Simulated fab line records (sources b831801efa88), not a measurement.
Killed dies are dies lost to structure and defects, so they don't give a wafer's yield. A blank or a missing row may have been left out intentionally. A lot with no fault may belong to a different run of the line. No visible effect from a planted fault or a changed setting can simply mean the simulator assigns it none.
fab line records    flow sky130    part 1 of 2: steps 1 to 24 of 36
[record] lots = 5  wafers = 15  lastDay = 50
route steps=708 shown FIELD_ISO@8 NWELL@32 DNWELL@35
lots that met no fault: taken from a fault-free run of the same line
startH: hours from the record's opening day to when the first of the lot's shown wafers began    waitH: how many hours have passed since the lot's step before this one    " same as the row above    L1.1+2: a single row standing in for several wafers    - no value, or no start was given    * or withheld: withheld    < > ~ a bound
route shown NAME@n: NAME is a module with steps in the file, n the number in the route of the first one    usual: mean/standard deviation of fault-free wafers    same: alike in all rows    chamber/n: place in a boat    sites: readings site by site    _std_site: the standard deviation of these    _edge_site: inner sites' mean taken away from outer sites' mean    radiusMm: for every site, how far away it sits from the centre of the wafer    mask NAME#n: copy n    behind: the tool/chamber that last shaped the wafer    hold: why the lot went on hold/how many hours it stayed there/how the hold came to an end    device: which transistor (n, p or np) failed to switch    end of line: the tests these same wafers got at the end of their route    where a step has no rows: the recipe by itself    killed: count of dies lost to structure and defects at first sort (not the wafer's yield)    map: dies across one wafer; x = killed, . = not, _ = none there
set.NAME: the setting the step ran with; set.NAME@STEP: the setting that earlier step ran with    model.NAME: the simulator's own value behind a step, which no gauge read
lots at selected steps of the route; one table per step, one row per wafer
services: a tool's chamber out of use, with start hour (startH, from the record's first day; less than 0 if before it), hours out, and reason
[[steps]]
[step SKY_FIELD_ISO_COAT_07]
[recipe] resist = BARC  tempC = withheld  timeS = withheld  spinRpm = 3000  resistThkNm = 60
lot.wafer   tool           chamber  startH  waitH
L082.1+4+5  lithoTrack-03  0        61.61   0.1
L083.1+2+5  lithoTrack-03  0        66.86   0.1
L086.1+4+5  lithoTrack-04  0        83.32   0.1
L091.2+5+6  lithoTrack-01  0        108.21  0.1
L095.2+3+6  lithoTrack-04  0        129.55  0.1
[step SKY_FIELD_ISO_COAT_08]
[recipe] resist = KrF-thick  spinRpm = 3000  resistThkNm = 450
lot.wafer   tool           chamber  startH  waitH
L082.1+4+5  lithoTrack-03  0        -       -
L083.1+2+5  lithoTrack-03  0        -       -
L086.1+4+5  lithoTrack-04  0        -       -
L091.2+5+6  lithoTrack-01  0        -       -
L095.2+3+6  lithoTrack-04  0        -       -
[step SKY_FIELD_ISO_SOFTBAKE_09]
[recipe] tempC = 100  timeS = 90  resist = KrF-thick
[usual] heaterPowerTotalW = 57.36/0.11
lot.wafer  tool           chamber  startH  waitH  heaterPowerTotalW
L082.1     lithoTrack-03  0        -       -      57.42
L082.4     "              0        "       "      57.33
L082.5     "              0        "       "      57.45
L083.1     lithoTrack-03  0        -       -      57.33
L083.2     "              0        "       "      57.50
L083.5     "              0        "       "      57.59
L086.1     lithoTrack-04  0        -       -      57.48
L086.4     "              0        "       "      57.47
L086.5     "              0        "       "      57.35
L091.2     lithoTrack-01  0        -       -      57.50
L091.5     "              0        "       "      57.52
L091.6     "              0        "       "      57.19
L095.2     lithoTrack-04  0        -       -      57.48
L095.3     "              0        "       "      57.22
L095.6     "              0        "       "      57.53
[step SKY_FIELD_ISO_EXPOSE_10]
[recipe] maskId = FOM  na = 0.68  sourceShape = annular  sigmaInner = 0.4  sigmaOuter = 0.8  targetCdNm = 150  doseMj = 28
lot.wafer   tool           chamber  startH  waitH  mask
L082.1+4+5  krfScanner-01  0        -       -      FOM#0
L083.1+2+5  krfScanner-02  0        -       -      FOM#0
L086.1+4+5  krfScanner-02  0        -       -      FOM#0
L091.2+5+6  krfScanner-01  0        -       -      FOM#0
L095.2+3+6  krfScanner-01  0        -       -      FOM#0
[step SKY_FIELD_ISO_PEB_11]
[recipe] pebTempC = withheld  pebTimeS = withheld  resist = KrF-thick
lot.wafer   tool           chamber  startH  waitH
L082.1+4+5  lithoTrack-04  0        -       -
L083.1+2+5  lithoTrack-03  0        -       -
L086.1+4+5  lithoTrack-03  0        -       -
L091.2+5+6  lithoTrack-01  0        -       -
L095.2+3+6  lithoTrack-01  0        -       -
[step SKY_FIELD_ISO_DEVELOP_12]
[recipe] developTimeS = 60  resist = KrF-thick  devTempC = 21
lot.wafer   tool           chamber  startH  waitH
L082.1+4+5  lithoTrack-04  0        -       -
L083.1+2+5  lithoTrack-03  0        -       -
L086.1+4+5  lithoTrack-03  0        -       -
L091.2+5+6  lithoTrack-01  0        -       -
L095.2+3+6  lithoTrack-01  0        -       -
[step SKY_FIELD_ISO_CD_MEAS_13]
[recipe] targetCdNm = 150
[usual] cdNm = 150.1/1.6
lot.wafer  tool      chamber  startH  waitH  cdNm
L082.1     cdSem-02  -        70.07   -      148.3
L082.4     "         -        "       "      148.7
L082.5     "         -        "       "      149.0
L083.1     cdSem-01  -        74.86   -      149.8
L083.2     "         -        "       "      149.8
L083.5     "         -        "       "      150.4
L086.1     cdSem-02  -        92.36   -      150.5
L086.4     "         -        "       "      150.9
L086.5     "         -        "       "      151.2
L091.2     cdSem-01  -        117.50  -      148.7
L091.5     "         -        "       "      149.1
L091.6     "         -        "       "      146.9
L095.2     cdSem-02  -        139.25  -      150.2
L095.3     "         -        "       "      150.4
L095.6     "         -        "       "      151.1
[step SKY_FIELD_ISO_ETCH_14]
[recipe] chemistry = N2/H2  target = BARC  ionEnergyEv = 200  sourceW = 500  biasW = 100  pressureMtorr = 30  n2FlowSccm = 100  h2FlowSccm = 200  stopOn = SiO2  timeS = 45.9  targetDepthA = 600
[usual] drypumpMotorCurrentA = 5.6/0.56  oesProductAu = 0.855/0.0046  throttleValvePct = 13.225/0.0092
lot.wafer  tool        chamber  startH  waitH  drypumpMotorCurrentA  oesProductAu  rfHoursCounterH  throttleValvePct
L082.1     rieDiel-03  1        70.19   0.1    5.3                   0.863         81               13.232
L082.4     "           0        "       "      5.6                   0.852         -                13.235
L082.5     "           2        "       "      5.1                   0.853         -                13.234
L083.1     rieDiel-03  1        74.98   0.1    5.3                   0.856         81               13.220
L083.2     "           2        "       "      5.1                   0.852         108              13.229
L083.5     "           1        "       "      5.3                   0.856         -                13.223
L086.1     rieDiel-03  2        92.48   0.1    5.1                   0.854         109              13.224
L086.4     "           1        "       "      5.3                   0.856         -                13.210
L086.5     "           2        "       "      5.1                   0.859         -                13.241
L091.2     rieDiel-03  3        117.60  0.1    6.7                   0.846         1                13.232
L091.5     "           0        "       "      5.6                   0.859         -                13.216
L091.6     "           1        "       "      5.3                   0.864         -                13.219
L095.2     rieDiel-03  2        139.35  0.1    5.1                   0.852         110              13.200
L095.3     "           1        "       "      5.3                   0.844         83               13.215
L095.6     "           3        "       "      6.7                   0.851         -                13.238
[step SKY_FIELD_ISO_ETCH_15]
[recipe] chemistry = CHF3/O2  targetDepthNm = 180  stopOn = Si  sourceW = 600  biasW = 200  pressureMtorr = 40  chf3FlowSccm = 50  O2_flow_sccm = 5  timeS = 72
[usual] drypumpMotorCurrentA = 5.6/0.56  oesProductAu = 0.945/0.0071  throttleValvePct = 8.844/0.01
lot.wafer  tool        chamber  startH  waitH  drypumpMotorCurrentA  oesProductAu  rfHoursCounterH  throttleValvePct
L082.1     rieDiel-03  1        70.24   0.0    5.3                   0.947         81               8.833
L082.4     "           0        "       "      5.6                   0.956         -                8.832
L082.5     "           2        "       "      5.1                   0.937         -                8.838
L083.1     rieDiel-03  1        75.02   0.0    5.3                   0.947         81               8.858
L083.2     "           2        "       "      5.1                   0.943         108              8.842
L083.5     "           1        "       "      5.3                   0.946         -                8.831
L086.1     rieDiel-03  2        92.52   0.0    5.1                   0.929         109              8.842
L086.4     "           1        "       "      5.3                   0.942         -                8.811
L086.5     "           2        "       "      5.1                   0.947         -                8.844
L091.2     rieDiel-03  3        117.64  0.0    6.7                   0.938         1                8.855
L091.5     "           0        "       "      5.6                   0.946         -                8.833
L091.6     "           1        "       "      5.3                   0.954         -                8.850
L095.2     rieDiel-03  2        139.39  0.0    5.0                   0.938         110              8.839
L095.3     "           1        "       "      5.3                   0.941         83               8.848
L095.6     "           3        "       "      6.7                   0.934         -                8.834
[step SKY_FIELD_ISO_STRIP_16]
[recipe] chemistry = O2/N2  powerW = 1400  pressureMtorr = 1500  platenTempC = withheld  o2FlowSccm = 3000  n2FlowSccm = 300  overashFraction = 0.5
[usual] drypumpMotorCurrentA = 5.54/0.24  oesProductAu = 0.378/0.0049  stripTimeToEndpointS = 3.550/0.024
lot.wafer  tool            chamber  startH  waitH  drypumpMotorCurrentA  oesProductAu  rfHoursCounterH  stripTimeToEndpointS
L082.1     plasmaAsher-02  0        70.29   0.0    5.32                  0.378         40               3.561
L082.4     "               1        "       "      5.37                  0.382         -                3.528
L082.5     "               1        "       "      5.34                  0.381         -                3.576
L083.1     plasmaAsher-03  1        75.08   0.0    5.59                  0.372         40               3.555
L083.2     "               0        "       "      5.35                  0.374         40               3.573
L083.5     "               1        "       "      5.58                  0.376         -                3.540
L086.1     plasmaAsher-01  1        92.58   0.0    5.87                  0.371         40               3.532
L086.4     "               1        "       "      5.88                  0.370         -                3.511
L086.5     "               0        "       "      6.05                  0.381         -                3.513
L091.2     plasmaAsher-03  0        117.70  0.0    5.34                  0.382         45               3.568
L091.5     "               0        "       "      5.36                  0.379         -                3.570
L091.6     "               1        "       "      5.59                  0.378         -                3.571
L095.2     plasmaAsher-03  0        139.45  0.0    5.33                  0.373         47               3.554
L095.3     "               0        "       "      5.34                  0.380         -                3.541
L095.6     "               1        "       "      5.59                  0.380         -                3.562
[step SKY_FIELD_ISO_ETCH_17]
[recipe] targetDepthA = 3420  maskMaterial = Si3N4  chemistry = HBr/Cl2/O2  target = Si  taperDeg = 5  icpW = 600  biasW = 150  pressureMtorr = 15  HBr_flow_sccm = 150  Cl2_flow_sccm = 40  O2_flow_sccm = 6  timeS = 97.7
[usual] HBr_flow_sccm = 150.1/0.47  drypumpMotorCurrentA = 5.49/0.24  oesProductAu = 1.003/0.0083  throttleValvePct = 25.655/0.01
lot.wafer  tool      chamber  startH  waitH  HBr_flow_sccm  drypumpMotorCurrentA  oesProductAu  rfHoursCounterH  throttleValvePct
L082.1     rieSi-02  1        70.39   0.1    149.8          5.38                  1.010         3                25.639
L082.4     "         2        "       "      149.7          5.46                  1.014         2                25.635
L082.5     "         2        "       "      149.9          5.46                  1.011         -                25.647
L083.1     rieSi-01  1        75.18   0.1    150.1          5.46                  1.003         31               25.668
L083.2     "         3        "       "      149.8          5.20                  1.013         98               25.658
L083.5     "         0        "       "      150.7          5.64                  0.997         -                25.656
L086.1     rieSi-02  2        92.68   0.1    149.2          5.49                  1.011         3                25.644
L086.4     "         1        "       "      150.8          5.34                  1.014         3                25.658
L086.5     "         2        "       "      149.5          5.49                  1.010         -                25.638
L091.2     rieSi-02  1        117.80  0.1    150.3          5.37                  1.008         3                25.646
L091.5     "         1        "       "      149.9          5.33                  1.005         -                25.647
L091.6     "         0        "       "      150.1          5.43                  0.990         -                25.665
L095.2     rieSi-02  3        139.55  0.1    149.6          5.43                  0.997         36               25.663
L095.3     "         0        "       "      149.7          5.44                  0.988         43               25.668
L095.6     "         0        "       "      149.3          5.44                  0.989         -                25.671
[step SKY_FIELD_ISO_WET_ETCH_18]
[recipe] chemistry = H3PO4  targetDepthNm = 25  tempC = 160  target = Si3N4  timeS = 286
[usual] bathGuardTempC = 159.8/0.44  bathHeatDutyPct = 26/3.7
lot.wafer  tool         chamber  startH  waitH  bathGuardTempC  bathHeatDutyPct
L082.1     wetBench-02  0        70.46   0.0    160.3           22
L082.4     "            0        "       "      159.8           22
L082.5     "            0        "       "      159.7           23
L083.1     wetBench-04  3        75.25   0.0    160.2           23
L083.2     "            3        "       "      160.4           24
L083.5     "            3        "       "      160.5           23
L086.1     wetBench-02  1        92.75   0.0    159.7           25
L086.4     "            1        "       "      159.7           26
L086.5     "            1        "       "      159.5           25
L091.2     wetBench-01  3        117.87  0.0    160.0           36
L091.5     "            3        "       "      159.3           35
L091.6     "            3        "       "      159.3           33
L095.2     wetBench-02  1        139.62  0.0    159.6           27
L095.3     "            1        "       "      160.2           28
L095.6     "            1        "       "      159.6           27
[step SKY_FIELD_ISO_CLEAN_19]
[recipe] chemistry = SC1/SC2  mix = 1:4:20  tempC = 70  timeS = 150
[usual] bathGuardTempC = 69.9/0.42  bathHeatDutyPct = 13.4/2
lot.wafer  tool         chamber  startH  waitH  bathGuardTempC  bathHeatDutyPct
L082.1     wetBench-01  1        70.55   0.0    69.2            14.8
L082.4     "            1        "       "      69.0            15.8
L082.5     "            1        "       "      68.5            14.1
L083.1     wetBench-01  2        75.34   0.0    69.8            12.8
L083.2     "            2        "       "      70.4            14.0
L083.5     "            2        "       "      69.8            13.8
L086.1     wetBench-04  3        92.84   0.0    70.2            12.1
L086.4     "            3        "       "      70.4            11.9
L086.5     "            3        "       "      70.0            11.8
L091.2     wetBench-04  2        117.98  0.0    70.1            12.7
L091.5     "            2        "       "      69.7            12.9
L091.6     "            2        "       "      70.0            12.7
L095.2     wetBench-04  3        139.71  0.0    70.0            12.1
L095.3     "            3        "       "      70.4            11.6
L095.6     "            3        "       "      70.1            11.5
[step SKY_FIELD_ISO_CLEAN_20]
[recipe] chemistry = dHF  timeS = 20  dilution = 100:1
lot.wafer   tool         chamber  startH  waitH
L082.1+4+5  wetBench-04  0        70.60   0.0
L083.1+2+5  wetBench-02  0        75.44   0.0
L086.1+4+5  wetBench-02  1        92.89   0.0
L091.2+5+6  wetBench-02  2        118.03  0.0
L095.2+3+6  wetBench-01  2        139.76  0.0
[step SKY_FIELD_ISO_WET_ETCH_21]
[recipe] chemistry = dHF  dilution = 100:1  targetDepthNm = 20  dry = ipaMarangoni  target = SiO2  tempC = 25  timeS = 400
[usual] bathHeatDutyPct = 6.5/0.9
lot.wafer  tool         chamber  startH  waitH  bathHeatDutyPct
L082.1     wetBench-02  3        70.62   0.0    6.2
L082.4     "            3        "       "      6.2
L082.5     "            3        "       "      6.7
L083.1     wetBench-04  3        75.45   0.0    6.0
L083.2     "            3        "       "      5.1
L083.5     "            3        "       "      5.2
L086.1     wetBench-04  3        92.90   0.0    5.5
L086.4     "            3        "       "      6.0
L086.5     "            3        "       "      4.8
L091.2     wetBench-01  2        118.04  0.0    6.3
L091.5     "            2        "       "      6.7
L091.6     "            2        "       "      6.0
L095.2     wetBench-02  3        139.78  0.0    6.3
L095.3     "            3        "       "      6.1
L095.6     "            3        "       "      6.3
[step SKY_FIELD_ISO_OXIDATION_22]
[recipe] tempC = 950  ambient = O2  stabiliseS = 600  purgeS = 300  targetThkA = 100  oxTimeS = 623
[usual] spikeTcCentreC = 950.1/1.2
lot.wafer  tool        chamber  startH  waitH  spikeTcCentreC
L082.1     furnace-02  0        70.76   0.0    949.8
L082.4     "           0        "       "      950.8
L082.5     "           0        "       "      949.4
L083.1     furnace-02  0        76.47   0.9    949.3
L083.2     "           0        "       "      950.6
L083.5     "           0        "       "      948.3
L086.1     furnace-01  0        93.23   0.2    951.7
L086.4     "           0        "       "      949.0
L086.5     "           0        "       "      948.6
L091.2     furnace-01  0        119.73  1.5    949.1
L091.5     "           0        "       "      949.5
L091.6     "           0        "       "      948.2
L095.2     furnace-02  0        139.90  0.0    949.3
L095.3     "           0        "       "      951.7
L095.6     "           0        "       "      951.0
[step SKY_FIELD_ISO_THK_MEAS_23]
[recipe] reads = SiO2_of_FIELD_ISO_OXIDATION_22
[usual] FIELD_ISO_OXIDATION_01_THK = 10.08/0.2
lot.wafer  tool          chamber  startH  waitH  FIELD_ISO_OXIDATION_01_THK[nm]
L082.1     filmMetro-03  -        71.93   0.0    10.43
L082.4     "             -        "       "      10.46
L082.5     "             -        "       "      10.28
L083.1     filmMetro-04  -        77.64   0.0    10.26
L083.2     "             -        "       "      10.41
L083.5     "             -        "       "      10.30
L086.1     filmMetro-03  -        94.40   0.0    9.96
L086.4     "             -        "       "      9.97
L086.5     "             -        "       "      9.97
L091.2     filmMetro-04  -        120.91  0.0    10.21
L091.5     "             -        "       "      10.07
L091.6     "             -        "       "      10.26
L095.2     filmMetro-04  -        141.08  0.0    10.15
L095.3     "             -        "       "      10.23
L095.6     "             -        "       "      10.20
[step SKY_FIELD_ISO_CVD_24]
[recipe] material = SiO2  targetThkNm = 595  tempC = 650  sigmaOpenFrac = 0.3  timeS = 99.2  sih4FlowSccm = 60  pressureMtorr = 6
[usual] sih4FlowSccm = 60.00/0.19
lot.wafer  tool       chamber  startH  waitH  sih4FlowSccm
L082.1     hdpcvd-01  2        71.99   0.1    60.13
L082.4     "          0        "       "      60.08
L082.5     "          1        "       "      59.65
L083.1     hdpcvd-01  0        77.70   0.1    59.96
L083.2     "          2        "       "      59.67
L083.5     "          1        "       "      59.95
L086.1     hdpcvd-02  2        94.46   0.1    59.89
L086.4     "          0        "       "      59.90
L086.5     "          1        "       "      60.17
L091.2     hdpcvd-01  2        120.96  0.0    60.28
L091.5     "          0        "       "      59.63
L091.6     "          1        "       "      60.25
L095.2     hdpcvd-02  0        141.13  0.0    60.10
L095.3     "          1        "       "      59.98
L095.6     "          2        "       "      60.14
[step SKY_FIELD_ISO_THK_MEAS_25]
[recipe] reads = SiO2_of_FIELD_ISO_CVD_24
[usual] FIELD_ISO_CVD_24_THK = 594/5.3
lot.wafer  tool          chamber  startH  waitH  FIELD_ISO_CVD_24_THK[nm]
L082.1     filmMetro-02  -        72.06   0.0    594
L082.4     "             -        "       "      595
L082.5     "             -        "       "      590
L083.1     filmMetro-03  -        77.77   0.0    593
L083.2     "             -        "       "      587
L083.5     "             -        "       "      590
L086.1     filmMetro-02  -        94.54   0.0    586
L086.4     "             -        "       "      593
L086.5     "             -        "       "      594
L091.2     filmMetro-02  -        121.04  0.0    608
L091.5     "             -        "       "      593
L091.6     "             -        "       "      591
L095.2     filmMetro-02  -        141.21  0.0    587
L095.3     "             -        "       "      599
L095.6     "             -        "       "      589
[step SKY_FIELD_ISO_ANNEAL_26]
[recipe] tempC = 1000  timeS = 1800  ambient = N2
[usual] spikeTcCentreC = 999.9/1.2
lot.wafer  tool        chamber  startH  waitH  spikeTcCentreC
L082.1     furnace-02  0        72.12   0.1    1000.0
L082.4     "           0        "       "      1001.4
L082.5     "           0        "       "      998.1
L083.1     furnace-02  0        77.83   0.1    1001.1
L083.2     "           0        "       "      1000.9
L083.5     "           0        "       "      1001.5
L086.1     furnace-01  0        94.60   0.1    999.5
L086.4     "           0        "       "      1001.0
L086.5     "           0        "       "      997.4
L091.2     furnace-01  0        123.50  2.4    1000.8
L091.5     "           0        "       "      999.2
L091.6     "           0        "       "      997.7
L095.2     furnace-01  0        142.22  1.0    1000.2
L095.3     "           0        "       "      999.4
L095.6     "           0        "       "      1000.6
[step SKY_FIELD_ISO_CMP_27]
[recipe] stopOn = Si3N4  tOverpolishS = 16  downForcePsi = 4  platenRpm = 60  targetThkNm = 457.8  padVelocityMS = 0.94248
[usual] motorCurrentA = 12.2/0.93  overpolishRunS = 16.000/0.0088  slurryFlowMlMin = 150.0/0.47  timeToEndpointS = 113/4.1
lot.wafer  tool    chamber  startH  waitH  motorCurrentA  overpolishRunS  slurryFlowMlMin  timeToEndpointS
L082.1     cmp-01  1        73.62   0.0    13.1           15.993          149.4            113
L082.4     "       3        "       "      12.4           15.992          149.4            114
L082.5     "       2        "       "      11.5           15.982          149.3            113
L083.1     cmp-02  3        79.43   0.1    12.1           16.006          150.8            118
L083.2     "       0        "       "      11.1           15.995          150.5            117
L083.5     "       2        "       "      12.6           16.007          150.5            116
L086.4     cmp-01  1        96.10   0.0    13.3           15.988          149.9            109
L086.1     "       2        "       "      11.6           15.991          149.6            114
L086.5     "       1        "       "      13.2           16.017          150.9            110
L091.2     cmp-02  1        125.40  0.4    13.4           15.991          149.9            124
L091.5     "       2        "       "      12.7           16.004          149.8            119
L091.6     "       3        "       "      13.0           16.008          150.0            120
L095.3     cmp-01  2        143.72  0.0    10.5           16.005          150.1            118
L095.2     "       0        "       "      11.5           15.998          150.7            112
L095.6     "       3        "       "      12.1           16.000          149.6            114
[step SKY_FIELD_ISO_WET_ETCH_28]
[recipe] chemistry = dHF  targetDepthNm = 23.7  target = SiO2  dilution = 10:1  tempC = 25  timeS = 47
[usual] bathHeatDutyPct = 5.9/0.69
lot.wafer  tool         chamber  startH  waitH  bathHeatDutyPct
L082.1     wetBench-04  2        73.92   0.2    6.1
L082.4     "            2        "       "      4.9
L082.5     "            2        "       "      6.1
L083.1     wetBench-01  1        79.63   0.1    6.6
L083.2     "            1        "       "      7.2
L083.5     "            1        "       "      7.1
L086.1     wetBench-02  0        96.40   0.2    5.2
L086.4     "            0        "       "      5.1
L086.5     "            0        "       "      5.2
L091.2     wetBench-02  0        125.56  0.1    6.0
L091.5     "            0        "       "      5.0
L091.6     "            0        "       "      5.0
L095.2     wetBench-01  2        144.02  0.1    6.3
L095.3     "            2        "       "      6.0
L095.6     "            2        "       "      6.6
[step SKY_FIELD_ISO_WET_ETCH_29]
[recipe] chemistry = H3PO4  targetDepthNm = 160  target = Si3N4  tempC = 160  timeS = 1825
[usual] bathGuardTempC = 159.7/0.47  bathHeatDutyPct = 27.0/2.8
lot.wafer  tool         chamber  startH  waitH  bathGuardTempC  bathHeatDutyPct
L082.1     wetBench-02  2        73.94   0.0    159.9           29.4
L082.4     "            2        "       "      160.1           29.8
L082.5     "            2        "       "      159.2           29.2
L083.1     wetBench-02  2        79.67   0.0    159.4           28.9
L083.2     "            2        "       "      159.4           28.9
L083.5     "            2        "       "      159.7           29.8
L086.1     wetBench-04  0        96.42   0.0    159.8           22.1
L086.4     "            0        "       "      159.3           22.1
L086.5     "            0        "       "      159.6           21.6
L091.2     wetBench-02  0        125.58  0.0    159.9           23.5
L091.5     "            0        "       "      160.2           22.8
L091.6     "            0        "       "      160.1           21.3
L095.2     wetBench-04  3        144.04  0.0    160.3           22.1
L095.3     "            3        "       "      160.1           24.9
L095.6     "            3        "       "      160.1           23.0
[step SKY_FIELD_ISO_WET_ETCH_30]
[recipe] chemistry = dHF  targetDepthNm = 25  target = SiO2  dilution = 10:1  tempC = 25  timeS = 50
[usual] bathHeatDutyPct = 6.3/0.88
lot.wafer  tool         chamber  startH  waitH  bathHeatDutyPct
L082.1     wetBench-01  1        74.46   0.0    6.7
L082.4     "            1        "       "      6.1
L082.5     "            1        "       "      7.2
L083.1     wetBench-04  2        80.19   0.0    6.1
L083.2     "            2        "       "      6.1
L083.5     "            2        "       "      6.1
L086.1     wetBench-01  0        96.93   0.0    7.4
L086.4     "            0        "       "      7.1
L086.5     "            0        "       "      7.4
L091.2     wetBench-04  2        126.09  0.0    6.2
L091.5     "            2        "       "      6.1
L091.6     "            2        "       "      5.5
L095.2     wetBench-01  2        144.60  0.0    5.8
L095.3     "            2        "       "      5.7
L095.6     "            2        "       "      6.0
